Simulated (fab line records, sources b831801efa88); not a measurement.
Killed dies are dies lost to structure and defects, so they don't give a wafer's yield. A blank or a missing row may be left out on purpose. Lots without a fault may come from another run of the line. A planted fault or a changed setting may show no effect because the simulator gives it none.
Which tool did it? | flow sky130 | 11 lots, 33 wafers sampled, at 5 steps of a route of 708

WHAT THE GAUGES READ, wafer by wafer
SKY_VT_ADJUST_HVTP_TW_MEAS_11. Usual: VT_ADJUST_HVTP_TW 1358, standard deviation 6.1.
lot  | measured     | on            | VT_ADJUST_HVTP_TW | flag
L928 | day 7 07:40  | film_metro-03 | 1351 1360 1356    |
L929 | day 7 16:29  | film_metro-03 | 1361 1357 1359    |
L930 | day 7 19:29  | film_metro-04 | 1358 1361 1355    |
L933 | day 8 15:48  | film_metro-04 | 1328 1330 1322    | OFF
L934 | day 8 21:39  | film_metro-03 | 1332 1328 1324    | OFF
L935 | day 9 06:36  | film_metro-04 | 1358 1354 1361    |
L941 | day 10 18:39 | film_metro-04 | 1371 1360 1366    |
L944 | day 11 11:36 | film_metro-04 | 1362 1369 1357    |
L945 | day 11 17:31 | film_metro-04 | 1365 1371 1376    |
L946 | day 11 22:06 | film_metro-02 | 1357 1353 1360    |
L947 | day 12 04:28 | film_metro-02 | 1355 1355 1359    |

WHICH TOOL RAN EACH LOT (tool, then ch and the chambers of the sampled wafers, then the start)
lot  | SKY_FIELD_ISO_ETCH_15             | SKY_FIELD_ISO_STRIP_16              | SKY_NWELL_STRIP_25                   | SKY_VT_ADJUST_HVTP_IMPLANT_09
L928 | rie_diel-01 ch 0,2,3, day 3 03:07 | plasma_asher-03 ch 1, day 3 03:10   | plasma_asher-02 ch 0,1, day 6 11:44  | implanter-02 ch 0, day 7 07:25
L929 | rie_diel-03 ch 0,1,2, day 3 08:19 | plasma_asher-01 ch 0,1, day 3 08:24 | plasma_asher-03 ch 0,1, day 6 19:29  | implanter-03 ch 0, day 7 16:16
L930 | rie_diel-01 ch 0,2, day 3 11:07   | plasma_asher-01 ch 0,1, day 3 11:10 | plasma_asher-02 ch 0,1, day 6 22:14  | implanter-01 ch 0, day 7 19:14
L933 | rie_diel-03 ch 0,1,3, day 4 04:49 | plasma_asher-03 ch 0,1, day 4 04:52 | plasma_asher-01 ch 0,1, day 7 17:29  | implanter-01 ch 0, day 8 15:33
L934 | rie_diel-03 ch 1,2,3, day 4 10:28 | plasma_asher-01 ch 0,1, day 4 10:32 | plasma_asher-01 ch 0,1, day 8 00:17  | implanter-01 ch 0, day 8 21:24
L935 | rie_diel-04 ch 1,2,3, day 4 18:37 | plasma_asher-03 ch 0,1, day 4 18:41 | plasma_asher-01 ch 0,1, day 8 08:17  | implanter-03 ch 0, day 9 06:21
L941 | rie_diel-04 ch 0,1,3, day 6 00:19 | plasma_asher-03 ch 0,1, day 6 00:23 | plasma_asher-03 ch 0,1, day 9 19:05  | implanter-03 ch 0, day 10 18:24
L944 | rie_diel-03 ch 0,3, day 6 13:55   | plasma_asher-03 ch 0,1, day 6 13:59 | plasma_asher-03 ch 0,1, day 10 12:20 | implanter-03 ch 0, day 11 11:21
L945 | rie_diel-03 ch 0,1,3, day 6 18:13 | plasma_asher-01 ch 0,1, day 6 18:16 | plasma_asher-01 ch 0,1, day 10 17:47 | implanter-03 ch 0, day 11 17:16
L946 | rie_diel-01 ch 1,2,3, day 7 00:43 | plasma_asher-04 ch 0,1, day 7 00:46 | plasma_asher-03 ch 0,1, day 10 22:05 | implanter-01 ch 0, day 11 21:51
L947 | rie_diel-01 ch 1,3, day 7 06:04   | plasma_asher-04 ch 0,1, day 7 06:07 | plasma_asher-01 ch 0,1, day 11 04:11 | implanter-03 ch 0, day 12 04:13
- SKY_FIELD_ISO_ETCH_15: etches the open film in CHF3/O2, stops on Si, target depth 180 nm, time 72 s.
- SKY_FIELD_ISO_STRIP_16: strips in O2/N2.
- SKY_NWELL_STRIP_25: strips in O2/N2.
- SKY_VT_ADJUST_HVTP_IMPLANT_09

WHAT THE TOOLS THEMSELVES READ (means of the sampled wafers that have a number; where no wafer has one, the mark that the record gives instead)
SKY_FIELD_ISO_ETCH_15. Usual: chamber_pressure_mTorr 40.01 mTorr, standard deviation 0.037; chf3_flow_sccm 50.01 sccm, standard deviation 0.15; drypump_motor_current_A 5.9 A, standard deviation 0.36; oes_product_au 0.947 a.u., standard deviation 0.0067; throttle_valve_pct 8.844 %, standard deviation 0.0092.
lot  | tool        | chamber_pressure_mTorr (mTorr) | chf3_flow_sccm (sccm) | drypump_motor_current_A (A) | oes_product_au (a.u.) | throttle_valve_pct (%) | flag
L928 | rie_diel-01 | 39.96                          | 49.95                 | 5.4                         | 0.943                 | 8.848                  |
L929 | rie_diel-03 | 40.02                          | 50.00                 | 5.9                         | 0.948                 | 8.843                  |
L930 | rie_diel-01 | 40.01                          | 49.86                 | 5.5                         | 0.952                 | 8.840                  |
L933 | rie_diel-03 | 40.04                          | 49.95                 | 6.2                         | 0.954                 | 8.854                  |
L934 | rie_diel-03 | 39.98                          | 49.99                 | 6.1                         | 0.952                 | 8.841                  |
L935 | rie_diel-04 | 39.98                          | 49.96                 | 6.1                         | 0.947                 | 8.843                  |
L941 | rie_diel-04 | 39.97                          | 50.00                 | 6.1                         | 0.953                 | 8.852                  |
L944 | rie_diel-03 | 40.00                          | 49.98                 | 6.1                         | 0.943                 | 8.851                  |
L945 | rie_diel-03 | 40.02                          | 50.02                 | 6.2                         | 0.946                 | 8.852                  |
L946 | rie_diel-01 | 40.03                          | 50.12                 | 5.6                         | 0.934                 | 8.844                  |
L947 | rie_diel-01 | 40.00                          | 50.05                 | 5.7                         | 0.938                 | 8.838                  |

SKY_FIELD_ISO_STRIP_16. Usual: chamber_pressure_mTorr 1499.9 mTorr, standard deviation 1.3; drypump_motor_current_A 5.46 A, standard deviation 0.2; oes_product_au 0.378 a.u., standard deviation 0.0045; strip_time_to_endpoint_s 3.55 s, standard deviation 0.044.
lot  | tool            | chamber_pressure_mTorr (mTorr) | drypump_motor_current_A (A) | oes_product_au (a.u.) | strip_time_to_endpoint_s (s) | flag
L928 | plasma_asher-03 | 1498.6                         | 5.72                        | 0.378                 | 3.55                         |
L929 | plasma_asher-01 | 1499.6                         | 5.47                        | 0.376                 | 3.56                         |
L930 | plasma_asher-01 | 1500.0                         | 5.47                        | 0.378                 | 3.53                         |
L933 | plasma_asher-03 | 1500.4                         | 5.55                        | 0.382                 | 3.59                         |
L934 | plasma_asher-01 | 1499.9                         | 5.49                        | 0.372                 | 3.59                         |
L935 | plasma_asher-03 | 1501.2                         | 5.57                        | 0.376                 | 3.51                         |
L941 | plasma_asher-03 | 1499.5                         | 5.57                        | 0.379                 | 3.50                         |
L944 | plasma_asher-03 | 1498.7                         | 5.41                        | 0.379                 | 3.52                         |
L945 | plasma_asher-01 | 1500.7                         | 5.48                        | 0.375                 | 3.54                         |
L946 | plasma_asher-04 | 1500.4                         | 5.30                        | 0.374                 | 3.55                         |
L947 | plasma_asher-04 | 1497.9                         | 5.31                        | 0.376                 | 3.53                         |

SKY_NWELL_STRIP_25. Usual: chamber_pressure_mTorr 1499.9 mTorr, standard deviation 1.3; drypump_motor_current_A 5.8 A, standard deviation 0.44; oes_product_au 0.722 a.u., standard deviation 0.0041; strip_time_to_endpoint_s 36.95 s, standard deviation 0.1.
lot  | tool            | chamber_pressure_mTorr (mTorr) | drypump_motor_current_A (A) | oes_product_au (a.u.) | strip_time_to_endpoint_s (s) | flag
L928 | plasma_asher-02 | 1500.2                         | 6.4                         | 0.722                 | 37.01                        |
L929 | plasma_asher-03 | 1498.9                         | 5.6                         | 0.723                 | 37.02                        |
L930 | plasma_asher-02 | 1500.3                         | 6.4                         | 0.721                 | 36.96                        |
L933 | plasma_asher-01 | 1501.2                         | 5.5                         | 0.720                 | 36.91                        |
L934 | plasma_asher-01 | 1499.3                         | 5.5                         | 0.720                 | 36.92                        |
L935 | plasma_asher-01 | 1498.7                         | 5.4                         | 0.720                 | 37.06                        |
L941 | plasma_asher-03 | 1500.1                         | 5.4                         | 0.726                 | 36.99                        |
L944 | plasma_asher-03 | 1499.0                         | 5.6                         | 0.723                 | 36.86                        |
L945 | plasma_asher-01 | 1500.5                         | 5.4                         | 0.725                 | 36.97                        |
L946 | plasma_asher-03 | 1500.3                         | 5.4                         | 0.717                 | 36.81                        |
L947 | plasma_asher-01 | 1500.1                         | 5.5                         | 0.719                 | 36.74                        |

SKY_VT_ADJUST_HVTP_IMPLANT_09. Usual: beam_energy_keV 150.00, standard deviation 0.048.
lot  | tool         | beam_energy_keV | flag
L928 | implanter-02 | 149.96          |
L929 | implanter-03 | 149.96          |
L930 | implanter-01 | 149.94          |
L933 | implanter-01 | 135.83          | OFF
L934 | implanter-01 | 135.89          | OFF
L935 | implanter-03 | 149.96          |
L941 | implanter-03 | 150.01          |
L944 | implanter-03 | 150.02          |
L945 | implanter-03 | 150.01          |
L946 | implanter-01 | 150.02          |
L947 | implanter-03 | 150.10          |

THE ANSWER, worked out from the rows above alone
Rule: a lot is off if the mean of its wafers that have a number lies more than 3 standard deviations from the usual mean. A lot without any number at a reading at which 4 lots or more have one is off too. The other lots that the step has rows for count as sound. The gauges are gone through in route order, then the tools' own readings, and for those a lot's mean is taken as printed above. The first step at which some lot is off is used, and at that step the reading that is off furthest; a lot without a number counts as furthest.
Off: L933, L934, at SKY_VT_ADJUST_HVTP_TW_MEAS_11 (VT_ADJUST_HVTP_TW).
A tool fits if, at a process step before that reading, it ran every lot that is off, and no sound lot after the first of them. The gauges at SKY_VT_ADJUST_HVTP_TW_MEAS_11 aren't tried: what is off there is off at SKY_VT_ADJUST_HVTP_IMPLANT_09 too, on other tools, and a gauge's error can't cause that. None of those tried fits.

WHAT THE SIMULATOR HAD PUT IN
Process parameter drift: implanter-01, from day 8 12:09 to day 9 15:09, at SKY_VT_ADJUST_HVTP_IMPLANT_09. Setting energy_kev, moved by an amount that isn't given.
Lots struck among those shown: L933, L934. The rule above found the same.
